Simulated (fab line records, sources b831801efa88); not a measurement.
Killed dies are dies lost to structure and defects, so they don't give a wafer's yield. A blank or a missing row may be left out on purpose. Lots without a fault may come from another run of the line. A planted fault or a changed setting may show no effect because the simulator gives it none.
Which tool did it? | flow gf180mcu | 12 lots, 36 wafers sampled, at 4 steps of a route of 602

WHAT THE GAUGES READ, wafer by wafer
The record holds no reading of a measuring or inspecting step that can be judged against a usual standard deviation.

WHICH TOOL RAN EACH LOT (tool, then ch and the chambers of the sampled wafers, then the start)
lot  | GF_V2_SOFTBAKE_10                 | GF_V3_ETCH_16                      | GF_V3_SPUTTER_21             | GF_M4_METAL_ETCH_16
L726 | litho_track-04 ch 0, day 20 03:00 | rie_diel-01 ch 1,2,3, day 22 17:07 | pvd_sputter-01, day 22 18:11 | rie_metal-03 ch 0,1, day 23 17:54
L728 | litho_track-02 ch 0, day 21 03:00 | rie_diel-03 ch 0,1,2, day 23 16:54 | pvd_sputter-01, day 23 17:34 | rie_metal-04 ch 0,1, day 24 17:15
L729 | litho_track-02 ch 0, day 21 10:00 | rie_diel-04 ch 0,2, day 24 00:04   | pvd_sputter-02, day 24 00:44 | rie_metal-02 ch 1, day 24 23:24
L730 | litho_track-03 ch 0, day 21 20:00 | rie_diel-03 ch 0,1,2, day 24 08:52 | pvd_sputter-03, day 24 09:32 | rie_metal-02 ch 0,1, day 25 08:24
L731 | litho_track-04 ch 0, day 22 07:00 | rie_diel-04 ch 2,3, day 24 19:46   | pvd_sputter-01, day 24 20:30 | rie_metal-04 ch 0,1, day 25 18:42
L732 | litho_track-04 ch 0, day 22 17:00 | rie_diel-04 ch 1,2, day 25 04:06   | pvd_sputter-01, day 25 04:46 | rie_metal-03 ch 0,1, day 26 02:40
L737 | litho_track-04 ch 0, day 24 08:00 | rie_diel-04 ch 0,1,3, day 26 17:10 | pvd_sputter-01, day 26 17:50 | rie_metal-03 ch 0,1, day 27 15:24
L740 | litho_track-04 ch 0, day 25 08:00 | rie_diel-01 ch 1,2,3, day 27 17:07 | pvd_sputter-02, day 27 17:47 | rie_metal-04 ch 1, day 28 14:10
L743 | litho_track-02 ch 0, day 26 01:00 | rie_diel-03 ch 0,3, day 28 07:22   | pvd_sputter-03, day 28 08:06 | rie_metal-02 ch 0,1, day 29 03:54
L746 | litho_track-02 ch 0, day 27 01:00 | rie_diel-01 ch 0,1,3, day 29 04:55 | pvd_sputter-01, day 29 05:37 | rie_metal-04 ch 0,1, day 30 00:51
L747 | litho_track-03 ch 0, day 27 04:00 | rie_diel-03 ch 0,3, day 29 09:04   | pvd_sputter-02, day 29 09:50 | rie_metal-03 ch 0,1, day 30 05:52
L748 | litho_track-03 ch 0, day 27 13:00 | rie_diel-04 ch 0,1,2, day 29 17:12 | pvd_sputter-02, day 29 17:52 | rie_metal-02 ch 0,1, day 30 13:54
- GF_V2_SOFTBAKE_10: time 60 s.
- GF_V3_ETCH_16: etches BARC in N2/H2.
- GF_V3_SPUTTER_21: material Ti, target thk 15 nm, time 80.02 s.
- GF_M4_METAL_ETCH_16: etches the open film in Cl2/BCl3, stops on SiO2, target depth 750.8 nm, time 125.1 s.

WHAT THE TOOLS THEMSELVES READ (means of the sampled wafers that have a number; where no wafer has one, the mark that the record gives instead)
GF_V2_SOFTBAKE_10.
lot  | tool           | resist_line_temp_C (C) | run_length_s (s)
L726 | litho_track-04 | 23.02                  | 88.95
L728 | litho_track-02 | 22.91                  | 89.47
L729 | litho_track-02 | 22.96                  | 89.49
L730 | litho_track-03 | 22.85                  | 89.06
L731 | litho_track-04 | 22.90                  | 89.04
L732 | litho_track-04 | 23.04                  | 89.00
L737 | litho_track-04 | 22.96                  | 99.08
L740 | litho_track-04 | 22.92                  | 99.04
L743 | litho_track-02 | 22.95                  | 89.51
L746 | litho_track-02 | 22.89                  | 89.48
L747 | litho_track-03 | 22.94                  | 89.04
L748 | litho_track-03 | 22.93                  | 88.95

GF_V3_ETCH_16.
lot  | tool        | drypump_motor_current_A (A) | oes_product_au (a.u.) | throttle_valve_pct (%)
L726 | rie_diel-01 | 5.9                         | 0.852                 | 13.220
L728 | rie_diel-03 | 5.6                         | 0.853                 | 13.225
L729 | rie_diel-04 | 5.5                         | 0.859                 | 13.227
L730 | rie_diel-03 | 5.6                         | 0.853                 | 13.221
L731 | rie_diel-04 | 5.5                         | 0.855                 | 13.219
L732 | rie_diel-04 | 5.7                         | 0.852                 | 13.219
L737 | rie_diel-04 | 5.7                         | 0.855                 | 13.225
L740 | rie_diel-01 | 5.9                         | 0.853                 | 13.223
L743 | rie_diel-03 | 5.1                         | 0.858                 | 13.226
L746 | rie_diel-01 | 5.7                         | 0.860                 | 13.236
L747 | rie_diel-03 | 5.4                         | 0.855                 | 13.231
L748 | rie_diel-04 | 5.7                         | 0.859                 | 13.216

GF_V3_SPUTTER_21.
lot  | tool           | chamber_pressure_pa (Pa) | throttle_valve_pct (%)
L726 | pvd_sputter-01 | 4.996                    | 29.8
L728 | pvd_sputter-01 | 4.998                    | 30.7
L729 | pvd_sputter-02 | 5.006                    | 30.6
L730 | pvd_sputter-03 | 5.011                    | 29.7
L731 | pvd_sputter-01 | 5.001                    | 30.9
L732 | pvd_sputter-01 | 4.999                    | 29.9
L737 | pvd_sputter-01 | 4.996                    | 30.8
L740 | pvd_sputter-02 | 4.997                    | 31.1
L743 | pvd_sputter-03 | 5.000                    | 29.3
L746 | pvd_sputter-01 | 4.998                    | 31.2
L747 | pvd_sputter-02 | 4.996                    | 30.8
L748 | pvd_sputter-02 | 4.994                    | 30.8

GF_M4_METAL_ETCH_16.
lot  | tool         | drypump_motor_current_A (A) | oes_product_au (a.u.) | throttle_valve_pct (%)
L726 | rie_metal-03 | 5.2                         | 0.994                 | 28.227
L728 | rie_metal-04 | 6.1                         | 0.990                 | 28.206
L729 | rie_metal-02 | 5.1                         | 0.992                 | 28.238
L730 | rie_metal-02 | 5.8                         | 0.980                 | 28.235
L731 | rie_metal-04 | 5.5                         | 0.991                 | 28.232
L732 | rie_metal-03 | 5.1                         | 0.992                 | 28.228
L737 | rie_metal-03 | 5.2                         | 0.990                 | 28.238
L740 | rie_metal-04 | 4.9                         | 0.994                 | 28.227
L743 | rie_metal-02 | 5.7                         | 0.981                 | 28.236
L746 | rie_metal-04 | 6.1                         | 0.993                 | 28.228
L747 | rie_metal-03 | 5.1                         | 0.986                 | 28.232
L748 | rie_metal-02 | 5.4                         | 0.991                 | 28.235

THE ANSWER, worked out from the rows above alone
Rule: what is usual is taken from the lots themselves. Put in order of their means at a reading, lots are off if they are a third of the lots or fewer, leave a main group of 4 or more, and stand apart from it by a gap of 3 or more times the standard deviation of the main group's means; of several such gaps the widest counts. A main group whose means are all the same, to the digits that the tables above print for the reading, isn't used. A lot without any number at a reading at which 4 lots or more have one is off too. The other lots that the step has rows for count as sound. The gauges are gone through in route order, then the tools' own readings, and for those a lot's mean is taken as printed above. The first step at which some lot is off is used, and at that step the reading that is off furthest; a lot without a number counts as furthest.
Off: L737, L740, at GF_V2_SOFTBAKE_10 (run_length_s). The main group: mean 89.20 s, standard deviation 0.24.
A tool fits if, at that step or a process step before it, it ran every lot that is off, and no sound lot after the first of them. One fits: litho_track-04 at GF_V2_SOFTBAKE_10. Its last sound lot is L732 (day 22 17:00), its first lot that is off L737 (day 24 08:00): a fault that began between those two fits.
The tool's own readings at GF_V2_SOFTBAKE_10 bear it out: on the lots that are off they differ by more than 5 times the standard deviation of the sound lots' means. run_length_s reads 99.06 s there against 89.20 s on the sound lots.

WHAT THE SIMULATOR HAD PUT IN
Process parameter drift: litho_track-04, from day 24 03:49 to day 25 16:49, at GF_V2_SOFTBAKE_10. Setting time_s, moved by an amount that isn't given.
Lots struck among those shown: L737, L740. The rule above found the same.
